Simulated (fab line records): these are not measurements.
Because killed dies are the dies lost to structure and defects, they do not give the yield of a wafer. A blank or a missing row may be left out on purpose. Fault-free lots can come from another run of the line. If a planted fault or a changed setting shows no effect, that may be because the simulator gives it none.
What tool caused it? -- flow sky130 -- 12 lots with 36 wafers sampled at 6 steps, on a route of 708 steps

## WHAT EACH GAUGE READ, for each wafer
SKY_FIELD_ISO_CD_MEAS_13: the cd target is 150 nm.
lot,measured,on,cd-nm (nm)
L468,day 2 09:41,cd-sem-02,151.2 150.7 149.3
L471,day 3 01:01,cd-sem-02,150.6 151.4 150.6
L472,day 3 05:40,cd-sem-02,154.4 152.5 153.3
L478,day 4 17:20,cd-sem-01,148.2 147.5 148.0
L479,day 4 21:46,cd-sem-02,149.0 149.9 148.7
L480,day 5 00:49,cd-sem-01,151.0 151.0 151.9
L482,day 5 12:51,cd-sem-02,147.5 145.5 148.3
L484,day 5 22:16,cd-sem-01,154.1 151.9 152.0
L486,day 6 10:44,cd-sem-01,148.9 151.3 151.5
L487,day 6 14:22,cd-sem-02,151.1 150.5 150.9
L488,day 6 18:55,cd-sem-01,151.2 151.6 150.9
L489,day 6 23:35,cd-sem-01,149.6 149.0 149.3

SKY_PWDE_TW_MEAS_10.
lot,measured,on,PWDE_TW
L468,day 4 02:46,film-metro-04,377.9 375.9 376.8
L471,day 4 17:16,film-metro-04,376.7 375.5 375.6
L472,day 4 23:22,film-metro-02,370.0 372.1 372.5
L478,day 6 17:23,film-metro-02,380.9 384.6 384.7 382.6 384.9 384.2
L479,day 6 19:57,film-metro-04,385.3 385.4 387.4 387.6 385.8 384.7
L480,day 7 01:10,film-metro-02,371.3 371.2 371.2
L482,day 7 11:28,film-metro-03,376.2 375.6 375.1
L484,day 7 18:34,film-metro-02,370.5 372.4 372.9
L486,day 8 08:43,film-metro-03,373.9 373.1 374.1
L487,day 8 11:52,film-metro-03,373.5 374.8 374.3
L488,day 9 01:22,film-metro-03,375.0 375.9 373.8
L489,day 9 13:28,film-metro-04,374.6 376.4 375.2

SKY_NWELL_RS_MEAS_31: a four-point-probe measurement.
lot,measured,on,PWDE_RS (ohm/sq)
L468,day 5 14:05,film-metro-03,5284 5304 5286
L471,day 6 07:07,film-metro-02,5314 5296 5307
L472,day 6 17:59,film-metro-04,5267 5267 5272
L478,day 8 08:37,film-metro-04,4934 4920 4932 4936 4919 4933
L479,day 8 11:25,film-metro-02,4942 4944 4945 4932 4945 4934
L480,day 8 18:04,film-metro-03,5294 5255 5272
L482,day 9 05:38,film-metro-02,5280 5292 5301
L484,day 9 13:01,film-metro-04,5307 5293 5291
L486,day 10 05:07,film-metro-03,5301 5287 5306
L487,day 10 07:40,film-metro-02,5274 5255 5264
L488,day 10 23:01,film-metro-02,5284 5289 5287
L489,day 11 12:10,film-metro-02,5282 5292 5291

SKY_VT_ADJUST_LVTN_TW_MEAS_10.
lot,measured,on,VT_ADJUST_LVTN_TW
L468,day 7 05:43,film-metro-02,241.7 240.9 240.9
L471,day 7 20:31,film-metro-02,239.3 240.4 238.7
L472,day 8 08:31,film-metro-01,244.1 245.2 244.6
L478,day 10 03:58,film-metro-04,244.6 244.6 245.9
L479,day 10 07:10,film-metro-04,245.8 245.1 244.9
L480,day 10 14:19,film-metro-01,244.2 245.7 245.5
L482,day 11 02:55,film-metro-01,244.2 243.2 242.8
L484,day 11 10:22,film-metro-02,240.9 240.7 240.0
L486,day 12 05:33,film-metro-02,242.2 241.6 241.7
L487,day 12 07:19,film-metro-01,245.3 245.4 245.1
L488,day 13 00:31,film-metro-01,245.5 243.3 244.5
L489,day 13 14:51,film-metro-01,245.5 244.0 244.3

SKY_VT_ADJUST_HVTR_CD_MEAS_07: the cd target is 380 nm.
lot,measured,on,cd-nm (nm)
L468,day 9 18:33,cd-sem-01,380.1 376.8 380.7
L471,day 10 13:40,cd-sem-02,376.2 379.8 376.0
L472,day 11 02:46,cd-sem-01,376.6 379.8 382.4
L478,day 13 05:37,cd-sem-01,380.5 380.6 378.7
L479,day 13 07:46,cd-sem-01,379.5 378.6 378.5
L480,day 13 17:01,cd-sem-02,380.2 380.5 381.4
L482,day 14 06:02,cd-sem-02,382.7 381.8 384.4
L484,day 14 14:35,cd-sem-01,380.3 378.3 378.5
L486,day 15 12:14,cd-sem-01,380.1 383.8 381.8
L487,day 15 13:31,cd-sem-01,382.9 381.7 379.9
L488,day 16 10:38,cd-sem-02,375.9 378.1 377.9
L489,day 17 02:58,cd-sem-02,380.4 379.5 382.4

## WHICH TOOL RAN EACH LOT (tool, then ch and the chambers of the sampled wafers, then the start)
lot,SKY_PWDE_IMPLANT_08
L468,"implanter-04 ch 0, day 4 02:32"
L471,"implanter-03 ch 0, day 4 17:01"
L472,"implanter-04 ch 0, day 4 23:07"
L478,"implanter-04 ch 0, day 6 17:08"
L479,"implanter-04 ch 0, day 6 19:42"
L480,"implanter-03 ch 0, day 7 00:55"
L482,"implanter-03 ch 0, day 7 11:14"
L484,"implanter-02 ch 0, day 7 18:19"
L486,"implanter-03 ch 0, day 8 08:28"
L487,"implanter-03 ch 0, day 8 11:37"
L488,"implanter-03 ch 0, day 9 01:07"
L489,"implanter-02 ch 0, day 9 13:13"
- SKY_PWDE_IMPLANT_08

## WHAT THE TOOLS THEMSELVES READ (means of the sampled wafers that have a number; where no wafer has one, the mark that the record gives instead)
SKY_PWDE_IMPLANT_08.
lot,tool,dose-ions-cm2,faraday-current-uA
L468,implanter-04,3.6e+12,20.3
L471,implanter-03,3.6e+12,20.5
L472,implanter-04,3.6e+12,20.3
L478,implanter-04,3.9e+12,21.9
L479,implanter-04,3.9e+12,22.0
L480,implanter-03,3.6e+12,20.4
L482,implanter-03,3.6e+12,20.3
L484,implanter-02,3.6e+12,20.3
L486,implanter-03,3.6e+12,20.5
L487,implanter-03,3.6e+12,20.3
L488,implanter-03,3.6e+12,20.4
L489,implanter-02,3.6e+12,20.2

## THE ANSWER, worked out from the rows above alone
Rule: the lots themselves supply what counts as usual. Put in order of their means at a reading, lots are off if they are a third of the lots or fewer, leave a main group of 4 or more, and stand apart from it by a gap of 3 or more times the standard deviation of the main group's means; of several such gaps the widest counts. If all means in a main group match to the digits the tables above print for the reading, that group is not used. Also off: a lot with no number at a reading for which 4 or more lots have one. All remaining lots with rows at the step are treated as sound. Order of review: gauges by route order, followed by the tools' own readings, for which a lot's mean as printed above is used. The first step at which some lot is off is used, and at that step the reading that is off furthest; a lot without a number counts as furthest.
Off: at SKY_PWDE_TW_MEAS_10 (PWDE_TW), L478, L479. Mean 374.1 and standard deviation 1.9 in the main group.
A tool fits if, at a process step before that reading, it ran every lot that is off, and no sound lot after the first of them. The gauges at SKY_PWDE_TW_MEAS_10 aren't tried: what is off there is off at SKY_PWDE_IMPLANT_08 too, on other tools, and a gauge's error can't cause that. One candidate fits, namely implanter-04 at SKY_PWDE_IMPLANT_08. A fault onset in the window from L472 (day 4 23:07, its last sound lot) to L478 (day 6 17:08, its first lot off) fits.
The tool's own readings at SKY_PWDE_IMPLANT_08 bear it out: on the lots that are off they differ by more than 5 times the standard deviation of the sound lots' means. dose-ions-cm2 reads 3.9e+12 there against 3.6e+12 on the sound lots; faraday-current-uA reads 21.9 there against 20.4 on the sound lots.

## WHAT WAS PUT IN BY THE SIMULATOR
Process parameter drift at SKY_PWDE_IMPLANT_08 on implanter-04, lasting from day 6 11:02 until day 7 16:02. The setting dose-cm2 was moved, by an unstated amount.
Shown lots that were struck: L478, L479. The same result came from the rule above.
